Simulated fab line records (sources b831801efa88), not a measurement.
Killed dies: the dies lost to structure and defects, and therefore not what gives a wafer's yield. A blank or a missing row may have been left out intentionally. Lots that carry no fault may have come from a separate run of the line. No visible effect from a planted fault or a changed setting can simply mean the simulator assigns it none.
fab line records + flow sky130
record
- lots=6
- wafers=18
- last_day=49
route steps=708 shown GATE_OXIDE@191 POLY_GATE@204 PAD_OPEN@708
lots that met no fault: taken from a fault-free run of the same line
start_h: the number of hours between the record's first day and the start of the first shown wafer of the lot + wait_h: how many hours have passed since the lot's step before this one + " the same as in the row above + L1.1+2: several wafers, shown together as one row + - no value, or no start was given + * or withheld: withheld + < > ~ a bound
route shown NAME@n: a module of which the file shows steps, and the number in the route of the first + usual: mean and standard deviation over wafers with no fault + same: alike in all rows + chamber/n: place in a boat + sites: readings site by site + _std_site: the standard deviation of these + _edge_site: outer sites' mean less inner sites' + radius_mm: for every site, how far away it sits from the centre of the wafer + mask NAME#n: copy n + behind: the tool/chamber that last shaped the wafer + hold: why the lot went on hold/how many hours it stayed there/how the hold came to an end + device: whichever transistor did not switch (one of n, p or np) + end of line: the same wafers' tests at the end of the route + a step given without rows: its recipe and nothing more + killed: not the wafer's yield, but the dies lost to structure and defects at the first sort + map: dies across one wafer; x = killed, . = not, _ = none there
set.NAME: setting as actually run; set.NAME@STEP: the setting as run at that earlier step + model.NAME: the simulator's own value behind a step, which no gauge read
lots at some steps of the route; a table a step, a row a wafer
services: from which hour (start_h, from the record's first day; less than 0 if before it) a tool's chamber was out of use, for how many hours, and why
## steps
# step SKY_GATE_OXIDE_HMDS_04
# recipe
- prime_time_s=60
- prime_temp_c=120
# step SKY_GATE_OXIDE_COAT_05
# recipe
- resist=NOVOLAK
- spin_rpm=3000
- resist_thk_nm=1140
# step SKY_GATE_OXIDE_SOFTBAKE_06
# recipe
- temp_c=90
- time_s=60
- resist=NOVOLAK
# step SKY_GATE_OXIDE_EXPOSE_07
# recipe
- mask_id=LVOM
- na=0.6
- source_shape=conventional
- sigma_outer=0.6
- polarization=unpolarized
- target_cd_nm=600
- dose_mj=170
# step SKY_GATE_OXIDE_PEB_08
# recipe
- temp_c=withheld
- time_s=*
- resist=NOVOLAK
# step SKY_GATE_OXIDE_DEVELOP_09
# recipe
- resist=NOVOLAK
- developer=TMAH
- develop_time_s=60
- dev_temp_c=23
# step SKY_GATE_OXIDE_OVL_MEAS_10
# usual
- GATE_OXIDE_OVL=0.6/1.1
| lot.wafer | tool       | chamber | start_h | wait_h | GATE_OXIDE_OVL[nm] |
|-----------|------------|---------|---------|--------|--------------------|
| L806.1    | overlay-01 | -       | 329.55  | 0.1    | 1.2                |
| L806.2    | "          | -       | "       | "      | 1.2                |
| L806.3    | "          | -       | "       | "      | 0.2                |
| L814.4    | overlay-02 | -       | 396.32  | 0.1    | 0.1                |
| L814.5    | "          | -       | "       | "      | 0.7                |
| L814.6    | "          | -       | "       | "      | 1.3                |
| L815.1    | overlay-01 | -       | 404.31  | 0.1    | -1.2               |
| L815.2    | "          | -       | "       | "      | 0.5                |
| L815.4    | "          | -       | "       | "      | -0.6               |
| L817.1    | overlay-02 | -       | 427.70  | 0.1    | -0.5               |
| L817.4    | "          | -       | "       | "      | 0.9                |
| L817.6    | "          | -       | "       | "      | -0.3               |
| L819.3    | overlay-01 | -       | 450.98  | 0.1    | -0.4               |
| L819.4    | "          | -       | "       | "      | 0.5                |
| L819.6    | "          | -       | "       | "      | -0.5               |
| L820.2    | overlay-02 | -       | 454.96  | 0.1    | -0.6               |
| L820.3    | "          | -       | "       | "      | -0.7               |
| L820.6    | "          | -       | "       | "      | -0.8               |
# step SKY_GATE_OXIDE_IMPLANT_11
# recipe
- species=B
- energy_kev=10
- dose_cm2=2.642e+12
- tilt_deg=withheld
# step SKY_GATE_OXIDE_WET_ETCH_12
# recipe
- chemistry=dHF
- target_depth_nm=16.8
- dry=n2_spin
- target=SiO2
- dilution=100:1
- temp_c=25
- time_s=336
# step SKY_GATE_OXIDE_STRIP_13
# recipe
- chemistry=O2/N2
- power_w=1400
- pressure_mtorr=1500
- platen_temp_c=withheld
- o2_flow_sccm=3000
- n2_flow_sccm=300
- overash_fraction=0.5
# usual
- drypump_motor_current_A=5.91/0.27
- o2_flow_sccm=3000/9.6
- oes_product_au=0.716/0.0046
- strip_time_to_endpoint_s=14.19/0.04
# same
- overash_fraction=0.5
| lot.wafer | tool            | chamber | start_h | wait_h | drypump_motor_current_A | o2_flow_sccm | oes_product_au | rf_hours_counter_h | strip_time_to_endpoint_s |
|-----------|-----------------|---------|---------|--------|-------------------------|--------------|----------------|--------------------|--------------------------|
| L806.1    | plasma_asher-01 | 0       | 329.84  | 0.0    | 5.98                    | 3018         | 0.721          | 22                 | 14.21                    |
| L806.2    | "               | 1       | "       | "      | 6.27                    | 2999         | 0.712          | 22                 | 14.17                    |
| L806.3    | "               | 0       | "       | "      | 5.95                    | 2997         | 0.719          | -                  | 14.19                    |
| L814.4    | plasma_asher-02 | 1       | 396.63  | 0.0    | 5.78                    | 2983         | 0.710          | -                  | 14.16                    |
| L814.5    | "               | 0       | "       | "      | 5.61                    | 2994         | 0.716          | -                  | 14.15                    |
| L814.6    | "               | 1       | "       | "      | 5.81                    | 3000         | 0.719          | -                  | 14.20                    |
| L815.1    | plasma_asher-02 | 0       | 404.60  | 0.0    | 5.61                    | 3007         | 0.709          | 74                 | 14.18                    |
| L815.2    | "               | 1       | "       | "      | 5.76                    | 3018         | 0.719          | 74                 | 14.21                    |
| L815.4    | "               | 1       | "       | "      | 5.79                    | 3011         | 0.718          | -                  | 14.15                    |
| L817.1    | plasma_asher-01 | 1       | 427.99  | 0.0    | 6.31                    | 3007         | 0.714          | 31                 | 14.19                    |
| L817.4    | "               | 1       | "       | "      | 6.31                    | 2995         | 0.721          | -                  | 14.14                    |
| L817.6    | "               | 1       | "       | "      | 6.29                    | 2994         | 0.714          | -                  | 14.14                    |
| L819.3    | plasma_asher-04 | 1       | 451.31  | 0.0    | 6.18                    | 2990         | 0.719          | -                  | 14.23                    |
| L819.4    | "               | 0       | "       | "      | 5.59                    | 3007         | 0.709          | -                  | 14.27                    |
| L819.6    | "               | 0       | "       | "      | 5.60                    | 3002         | 0.716          | -                  | 14.24                    |
| L820.2    | plasma_asher-04 | 0       | 455.25  | 0.0    | 5.58                    | 3002         | 0.714          | 2                  | 14.23                    |
| L820.3    | "               | 1       | "       | "      | 6.19                    | 2991         | 0.715          | -                  | 14.18                    |
| L820.6    | "               | 1       | "       | "      | 6.17                    | 3007         | 0.723          | -                  | 14.25                    |
# step SKY_GATE_OXIDE_TW_MEAS_14
# usual
- GATE_OXIDE_TW=226.3/1.4
| lot.wafer | tool          | chamber | start_h | wait_h | GATE_OXIDE_TW |
|-----------|---------------|---------|---------|--------|---------------|
| L806.1    | film_metro-03 | -       | 329.94  | 0.1    | 227.2         |
| L806.2    | "             | -       | "       | "      | 226.7         |
| L806.3    | "             | -       | "       | "      | 226.7         |
| L814.4    | film_metro-04 | -       | 396.72  | 0.1    | 224.0         |
| L814.5    | "             | -       | "       | "      | 224.5         |
| L814.6    | "             | -       | "       | "      | 225.7         |
| L815.1    | film_metro-04 | -       | 404.70  | 0.1    | 224.5         |
| L815.2    | "             | -       | "       | "      | 225.1         |
| L815.4    | "             | -       | "       | "      | 225.7         |
| L817.1    | film_metro-03 | -       | 428.09  | 0.1    | 227.1         |
| L817.4    | "             | -       | "       | "      | 227.9         |
| L817.6    | "             | -       | "       | "      | 227.2         |
| L819.3    | film_metro-03 | -       | 451.39  | 0.1    | 225.9         |
| L819.4    | "             | -       | "       | "      | 225.2         |
| L819.6    | "             | -       | "       | "      | 225.7         |
| L820.2    | film_metro-04 | -       | 455.36  | 0.1    | 225.3         |
| L820.3    | "             | -       | "       | "      | 226.6         |
| L820.6    | "             | -       | "       | "      | 227.1         |
# step SKY_GATE_OXIDE_CLEAN_15
# recipe
- chemistry=SC1/SC2
- mix=1:4:20
- temp_c=70
- time_s=150
- dry=n2_spin
# step SKY_GATE_OXIDE_OXIDATION_16
# recipe
- temp_c=800
- ambient=O2
- idle_temp_c=700
- ramp_up_c_per_min=10
- ramp_down_c_per_min=3
- stabilise_s=600
- purge_s=300
- target_thk_a=35.7
- ox_time_s=1915
# usual
- zone_power_top_pct=28.8/1.2
| lot.wafer | tool       | chamber | start_h | wait_h | zone_power_top_pct | model.SiO2_of_GATE_OXIDE_OXIDATION_01.thk_nm |
|-----------|------------|---------|---------|--------|--------------------|----------------------------------------------|
| L806.1    | furnace-02 | 0       | 330.85  | 0.8    | 27.7               | 11.35                                        |
| L806.2    | "          | 0       | "       | "      | 27.6               | 11.45                                        |
| L806.3    | "          | 0       | "       | "      | 27.2               | 11.44                                        |
| L814.4    | furnace-02 | 0       | 404.21  | 7.4    | 27.2               | 11.88                                        |
| L814.5    | "          | 0       | "       | "      | 27.4               | 11.69                                        |
| L814.6    | "          | 0       | "       | "      | 27.0               | 11.71                                        |
| L815.1    | furnace-01 | 0       | 407.26  | 2.4    | 29.9               | 11.32                                        |
| L815.2    | "          | 0       | "       | "      | 29.8               | 11.09                                        |
| L815.4    | "          | 0       | "       | "      | 29.9               | 11.27                                        |
| L817.1    | furnace-01 | 0       | 428.21  | 0.0    | 30.2               | 12.2                                         |
| L817.4    | "          | 0       | "       | "      | 29.5               | 12.32                                        |
| L817.6    | "          | 0       | "       | "      | 29.5               | 12.29                                        |
| L819.3    | furnace-02 | 0       | 452.24  | 0.8    | 27.8               | 11.6                                         |
| L819.4    | "          | 0       | "       | "      | 27.4               | 11.58                                        |
| L819.6    | "          | 0       | "       | "      | 27.3               | 11.69                                        |
| L820.2    | furnace-01 | 0       | 456.00  | 0.5    | 30.4               | 12.4                                         |
| L820.3    | "          | 0       | "       | "      | 29.9               | 12.55                                        |
| L820.6    | "          | 0       | "       | "      | 30.6               | 12.58                                        |
# step SKY_POLY_GATE_CVD_00
# recipe
- material=poly-Si
- target_thk_nm=180
- temp_c=620
- time_s=720
- pressure_mtorr=200
# step SKY_PAD_OPEN_PROBE_99
# usual
- killed_at_M0_to_M3=43/7.5
- killed_at_M4_up=3.0/1.6
- killed_at_contacts=23/5.8
- killed_at_front_end=14/4.8
- killed_at_other=0.3/0.52
- killed_dies=84/9.1
- killed_on_rim=16/3.4
- killed_open=47/7.2
- killed_short=37/5.8
# same
- gross_dies=492
- killed_at_back_side=0
| lot.wafer | tool      | chamber | start_h | wait_h | killed_at_M0_to_M3 | killed_at_M4_up | killed_at_contacts | killed_at_front_end | killed_at_other | killed_dies | killed_on_rim | killed_open | killed_short | model.etest.nfet_16v.r_on_ohm_um | model.etest.pfet_01v8.r_on_ohm_um | model.etest.tip_sonos.rs_ohm_sq | model.etest.pfet_g5v0d10v5.r_on_ohm_um | model.etest.nfet_01v8.r_on_ohm_um | model.etest.nfet_01v8_lvt.drive_ua_um | model.etest.nfet_01v8_turned.drive_ua_um | model.etest.nfet_01v8_swapped.drive_ua_um |
|-----------|-----------|---------|---------|--------|--------------------|-----------------|--------------------|---------------------|-----------------|-------------|---------------|-------------|--------------|----------------------------------|-----------------------------------|---------------------------------|----------------------------------------|-----------------------------------|---------------------------------------|------------------------------------------|-------------------------------------------|
| L806.1    | prober-02 | -       | 1096.97 | 0.1    | 40                 | 3               | 28                 | 15                  | 0               | 86          | 19            | 53          | 33           | 1.416e+04                        | 3012                              | 2596                            | 4759                                   | 846                               | 567.5                                 | 500.7                                    | 500.1                                     |
| L806.2    | prober-02 | -       | 1097.02 | 0.1    | 47                 | 2               | 20                 | 12                  | 0               | 81          | 13            | 50          | 31           | 1.409e+04                        | 3028                              | 2662                            | 4713                                   | 882                               | 555.8                                 | 482.8                                    | 485.7                                     |
| L806.3    | prober-02 | -       | 1097.07 | 0.2    | 52                 | 4               | 16                 | 11                  | 0               | 83          | 19            | 37          | 46           | 1.415e+04                        | 2880                              | 2612                            | 4724                                   | 839.4                             | 572.7                                 | 503.4                                    | 501.1                                     |
| L814.4    | prober-01 | -       | 1143.79 | 0.2    | 51                 | 7               | 17                 | 14                  | 2               | 91          | 21            | 57          | 34           | 1.4e+04                          | 2924                              | 2731                            | 4870                                   | 869.9                             | 563.2                                 | 499.4                                    | 491.8                                     |
| L814.5    | prober-01 | -       | 1143.84 | 0.2    | 42                 | 1               | 21                 | 12                  | 1               | 77          | 17            | 40          | 37           | 1.386e+04                        | 2968                              | 2667                            | 4815                                   | 867.5                             | 553.2                                 | 484.3                                    | 485.7                                     |
| L814.6    | prober-01 | -       | 1143.89 | 0.2    | 42                 | 3               | 30                 | 6                   | 0               | 81          | 23            | 42          | 39           | 1.374e+04                        | 2860                              | 2672                            | 4742                                   | 823.5                             | 575                                   | 505.9                                    | 503.1                                     |
| L815.1    | prober-02 | -       | 1145.13 | 0.1    | 46                 | 1               | 23                 | 11                  | 0               | 81          | 16            | 44          | 37           | 1.398e+04                        | 2774                              | 2618                            | 4596                                   | 840.3                             | 564.5                                 | 501.5                                    | 495.2                                     |
| L815.2    | prober-02 | -       | 1145.18 | 0.1    | 28                 | 4               | 18                 | 18                  | 0               | 68          | 10            | 32          | 36           | 1.384e+04                        | 2731                              | 2556                            | 4493                                   | 829.1                             | 570.4                                 | 500.4                                    | 503.9                                     |
| L815.4    | prober-02 | -       | 1145.28 | 0.2    | 38                 | 5               | 11                 | 14                  | 0               | 68          | 15            | 33          | 35           | 1.4e+04                          | 2759                              | 2604                            | 4576                                   | 841.3                             | 573                                   | 501.6                                    | 501.6                                     |
| L817.1    | prober-02 | -       | 1160.26 | 0.1    | 42                 | 4               | 22                 | 19                  | 0               | 87          | 16            | 46          | 41           | 1.434e+04                        | 3242                              | 2787                            | 4894                                   | 1009                              | 450.9                                 | 387.2                                    | 385.7                                     |
| L817.4    | prober-02 | -       | 1160.41 | 0.2    | 27                 | 2               | 24                 | 15                  | 0               | 68          | 14            | 37          | 31           | 1.468e+04                        | 3180                              | 2882                            | 4925                                   | 973.4                             | 459.9                                 | 394.6                                    | 393                                       |
| L817.6    | prober-02 | -       | 1160.51 | 0.2    | 43                 | 5               | 20                 | 10                  | 0               | 78          | 13            | 49          | 29           | 1.449e+04                        | 3286                              | 2841                            | 4948                                   | 1018                              | 453                                   | 387.6                                    | 384.1                                     |
| L819.3    | prober-02 | -       | 1171.68 | 0.2    | 49                 | 4               | 12                 | 15                  | 0               | 80          | 17            | 37          | 43           | 1.389e+04                        | 2791                              | 2701                            | 4631                                   | 840.5                             | 566.5                                 | 495.4                                    | 498.3                                     |
| L819.4    | prober-02 | -       | 1171.73 | 0.2    | 53                 | 1               | 20                 | 23                  | 0               | 97          | 15            | 55          | 42           | 1.382e+04                        | 2845                              | 2657                            | 4720                                   | 847.8                             | 561.9                                 | 489.6                                    | 492.6                                     |
| L819.6    | prober-02 | -       | 1171.83 | 0.2    | 34                 | 4               | 19                 | 11                  | 0               | 68          | 14            | 39          | 29           | 1.399e+04                        | 2827                              | 2704                            | 4662                                   | 825.6                             | 564                                   | 497.3                                    | 499.3                                     |
| L820.2    | prober-01 | -       | 1174.64 | 0.1    | 50                 | 2               | 20                 | 7                   | 1               | 80          | 16            | 44          | 36           | 1.455e+04                        | 3092                              | 2786                            | 4884                                   | 982                               | 468.5                                 | 397.6                                    | 396.9                                     |
| L820.3    | prober-01 | -       | 1174.69 | 0.2    | 43                 | 6               | 35                 | 7                   | 0               | 91          | 18            | 51          | 40           | 1.457e+04                        | 3098                              | 2779                            | 4869                                   | 986.6                             | 458.4                                 | 391.3                                    | 391.4                                     |
| L820.6    | prober-01 | -       | 1174.84 | 0.2    | 55                 | 2               | 24                 | 4                   | 0               | 85          | 13            | 52          | 33           | 1.447e+04                        | 3178                              | 2821                            | 4919                                   | 998                               | 456.1                                 | 390                                      | 393.2                                     |
# killed by level:class
L806.1 VIA1:geometric_particle:open=16 CONTACT:geometric_particle:open=12 LI_CONTACT:geometric_particle:open=7 VIA2:geometric_particle:open=6 METAL1:geometric_particle:short=5 FIELD_ISO:geometric_particle:short=4 POLY_GATE:geometric_particle:short=4 POLY_GATE:geometric_particle:open=4
L806.2 VIA1:geometric_particle:open=17 METAL1:geometric_particle:short=7 LI_CONTACT:geometric_particle:open=6 CONTACT:geometric_particle:open=5 FIELD_ISO:geometric_particle:open=4 POLY_GATE:geometric_particle:open=4 LI_CONTACT:geometric_particle:short=4 METAL2:geometric_particle:short=4
L806.3 METAL2:geometric_particle:short=12 VIA1:geometric_particle:open=11 METAL1:geometric_particle:short=7 CONTACT:geometric_particle:short=6 CONTACT:geometric_particle:open=6 VIA3:geometric_particle:open=6 VIA1:geometric_particle:short=5 VIA2:geometric_particle:open=5
L814.4 VIA1:geometric_particle:open=12 VIA2:geometric_particle:open=10 VIA3:geometric_particle:open=8 CONTACT:geometric_particle:open=6 METAL4:geometric_particle:short=5 FIELD_ISO:geometric_particle:open=4 FIELD_ISO:geometric_particle:short=4 LI_CONTACT:geometric_particle:open=4
L814.5 CONTACT:geometric_particle:open=9 VIA1:geometric_particle:open=9 METAL3:geometric_particle:short=7 METAL2:geometric_particle:short=5 LI_CONTACT:geometric_particle:open=5 LOCAL_INTERCONNECT:geometric_particle:short=5 METAL1:geometric_particle:short=5 FIELD_ISO:geometric_particle:open=4
L814.6 VIA1:geometric_particle:open=14 LOCAL_INTERCONNECT:geometric_particle:short=8 CONTACT:geometric_particle:open=8 LI_CONTACT:geometric_particle:open=7 VIA1:geometric_particle:short=6 CONTACT:geometric_particle:short=5 VIA3:geometric_particle:open=4 METAL1:geometric_particle:short=4
L815.1 CONTACT:geometric_particle:open=9 VIA1:geometric_particle:open=8 CONTACT:geometric_particle:short=7 VIA3:geometric_particle:open=7 VIA2:geometric_particle:open=6 LI_CONTACT:geometric_particle:open=4 METAL1:geometric_particle:short=4 VIA1:geometric_particle:short=4
L815.2 CONTACT:geometric_particle:open=11 METAL1:geometric_particle:short=6 SPACER:geometric_particle:short=4 CONTACT:geometric_particle:short=4 VIA1:geometric_particle:short=4 FIELD_ISO:geometric_particle:short=3 FIELD_ISO:geometric_particle:open=3 VIA3:geometric_particle:open=3
L815.4 VIA1:geometric_particle:open=9 VIA3:geometric_particle:open=6 FIELD_ISO:geometric_particle:short=5 METAL2:geometric_particle:short=5 POLY_GATE:geometric_particle:short=4 VIA2:geometric_particle:open=4 LI_CONTACT:geometric_particle:open=3 LOCAL_INTERCONNECT:geometric_particle:short=3
L817.1 VIA3:geometric_particle:open=9 FIELD_ISO:geometric_particle:open=7 LI_CONTACT:geometric_particle:open=7 VIA1:geometric_particle:open=7 FIELD_ISO:geometric_particle:short=6 LOCAL_INTERCONNECT:geometric_particle:short=6 VIA1:geometric_particle:short=6 VIA2:geometric_particle:open=6
L817.4 CONTACT:geometric_particle:open=10 LI_CONTACT:geometric_particle:open=6 VIA2:geometric_particle:open=5 CONTACT:geometric_particle:short=5 VIA1:geometric_particle:open=5 POLY_GATE:geometric_particle:short=4 FIELD_ISO:geometric_particle:open=3 FIELD_ISO:geometric_particle:short=3
L817.6 CONTACT:geometric_particle:open=12 VIA1:geometric_particle:open=10 METAL1:geometric_particle:short=9 VIA2:geometric_particle:open=7 FIELD_ISO:geometric_particle:open=5 METAL4:geometric_particle:short=5 VIA1:geometric_particle:short=4 LI_CONTACT:geometric_particle:open=3
L819.3 VIA1:geometric_particle:short=14 VIA1:geometric_particle:open=10 FIELD_ISO:geometric_particle:open=5 METAL1:geometric_particle:short=5 VIA2:geometric_particle:open=5 CONTACT:geometric_particle:open=5 FIELD_ISO:geometric_particle:short=4 VIA3:geometric_particle:open=4
L819.4 VIA1:geometric_particle:open=14 FIELD_ISO:geometric_particle:short=9 FIELD_ISO:geometric_particle:open=8 VIA3:geometric_particle:open=8 VIA1:geometric_particle:short=7 CONTACT:geometric_particle:open=6 METAL2:geometric_particle:short=5 LI_CONTACT:geometric_particle:open=5
L819.6 VIA1:geometric_particle:open=8 METAL1:geometric_particle:short=7 CONTACT:geometric_particle:open=6 LI_CONTACT:geometric_particle:open=6 VIA2:geometric_particle:open=5 CONTACT:geometric_particle:short=3 VIA3:geometric_particle:open=3 FIELD_ISO:geometric_particle:open=2
L820.2 VIA3:geometric_particle:open=16 CONTACT:geometric_particle:open=7 VIA1:geometric_particle:open=7 METAL2:geometric_particle:short=7 VIA1:geometric_particle:short=6 VIA2:geometric_particle:open=5 METAL1:geometric_particle:short=4 LI_CONTACT:geometric_particle:open=4
L820.3 VIA1:geometric_particle:open=12 CONTACT:geometric_particle:open=11 CONTACT:geometric_particle:short=9 LI_CONTACT:geometric_particle:open=8 VIA2:geometric_particle:open=7 METAL2:geometric_particle:short=6 LOCAL_INTERCONNECT:geometric_particle:short=5 METAL1:geometric_particle:short=5
L820.6 VIA1:geometric_particle:open=12 CONTACT:geometric_particle:open=10 VIA2:geometric_particle:open=8 VIA3:geometric_particle:open=8 LI_CONTACT:geometric_particle:open=7 METAL1:geometric_particle:short=7 METAL2:geometric_particle:short=6 METAL2:geometric_particle:open=4
## services
| tool            | chamber | start_h | hours | kind       |
|-----------------|---------|---------|-------|------------|
| plasma_asher-02 | -       | 307.86  | 1.8   | repair     |
| furnace-01      | -       | 342.07  | 3.5   | pm         |
| plasma_asher-01 | -       | 360.87  | 1.6   | repair     |
| plasma_asher-04 | -       | 384.05  | 2.2   | repair     |
| furnace-02      | -       | 385.61  | 14.2  | pm         |
| furnace-01      | -       | 400.13  | 4.5   | pm         |
| plasma_asher-04 | -       | 401.92  | 2.2   | repair     |
| furnace-02      | -       | 418.74  | 1.0   | repair     |
| plasma_asher-04 | -       | 421.25  | 9.0   | pm         |
| plasma_asher-04 | 0       | 421.25  | 9.0   | vent_cycle |
| plasma_asher-04 | 1       | 421.25  | 9.0   | vent_cycle |
| plasma_asher-04 | 0       | 430.25  | -     | clean      |
| plasma_asher-04 | 1       | 430.25  | -     | clean      |
## key
first_sign none at tools or gauges
model_effect
- step=SKY_GATE_OXIDE_OXIDATION_16
- value=SiO2_of_GATE_OXIDE_OXIDATION_01.thk_nm
- without=11.67
- struck=12.39
model_effect
- step=SKY_PAD_OPEN_PROBE_99
- value=etest.nfet_16v.r_on_ohm_um
- without=1.414e+04
- struck=1.452e+04
met_at SKY_GATE_OXIDE_OXIDATION_16
struck_wafers L817.1,L817.4,L817.6,L820.2,L820.3,L820.6
tester_left_out L817,L820
onset_between 407.26 428.21
fault
- kind=process_parameter_drift
- tool=furnace-01
- chamber=-
- onset_h=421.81
- steps=SKY_GATE_OXIDE_OXIDATION_16
- channel=ox_time_s
- offset=*
- shape=step
- end_h=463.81
- acts_in=*
- stated=*
# tester_left_out: of these lots the tester's yield and bins aren't shown, on N5 and GAA mostly nor the transistor test; their killed dies are dies lost to structure and defects alone, not to doping, threshold or leakage, so they don't give the yield
